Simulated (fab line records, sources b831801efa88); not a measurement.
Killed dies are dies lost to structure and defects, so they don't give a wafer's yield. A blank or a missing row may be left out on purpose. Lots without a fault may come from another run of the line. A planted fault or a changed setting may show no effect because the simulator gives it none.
Chamber matching | flow sky130 | SKY_FIELD_ISO_ETCH_15 on rie_diel-04: 4 sister chambers
The step etches the open film in CHF3/O2, stops on Si, target depth 180 nm, time 72 s. 7 wafers are shown with their chamber, then 8 later ones without.

WAFERS WITH THEIR CHAMBER
wafer  | chamber | throttle_valve_pct (%) | oes_product_au (a.u.)
L076.6 | 2       | 8.813                  | 0.937
L077.2 | 1       | 8.841                  | 0.945
L077.6 | 0       | 8.839                  | 0.942
L081.3 | 1       | 8.851                  | 0.947
L084.2 | 0       | 8.833                  | 0.944
L084.6 | 3       | 8.842                  | 0.935
L085.1 | 3       | 8.836                  | 0.951

WAFERS WITHOUT THEIR CHAMBER
wafer  | throttle_valve_pct (%) | oes_product_au (a.u.)
L085.2 | 8.827                  | 0.944
L085.3 | 8.852                  | 0.940
L093.1 | 8.853                  | 0.948
L093.3 | 8.866                  | 0.950
L093.6 | 8.827                  | 0.934
L096.3 | 8.859                  | 0.951
L096.5 | 8.845                  | 0.949
L096.6 | 8.844                  | 0.956

WHICH CHAMBER EACH WENT THROUGH
wafer  | from the rows above               | in truth
L085.2 | can't be placed: 0 or 3 or 2 or 1 | 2
L085.3 | can't be placed: 1 or 3 or 0      | 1
L093.1 | can't be placed: 1 or 3 or 0      | 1
L093.3 | can't be placed: 1 or 3 or 0      | 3
L093.6 | can't be placed: 0 or 3 or 2 or 1 | 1
L096.3 | can't be placed: 1 or 3 or 0      | 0
L096.5 | can't be placed: 1 or 3 or 0      | 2
L096.6 | can't be placed: 1 or 3 or 0      | 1
Placed correctly: 0 of 8. Can't be placed from these rows: 8 (the true chamber is among the candidates in 7). Placed wrongly: 0.
How it was worked out, from the rows above alone: a wafer's distance from a chamber is the root of the sum, over the readings, of the square of ((its reading less the chamber's mean) divided by the reading's scatter). The wafer belongs to the nearest chamber; if the next one is less than 2 further off, it can't be placed. A chamber's mean is the mean of its shown wafers. The scatter: the root of (the sum of the squares of (reading less its chamber's mean) over the shown wafers, divided by (wafers less chambers)).
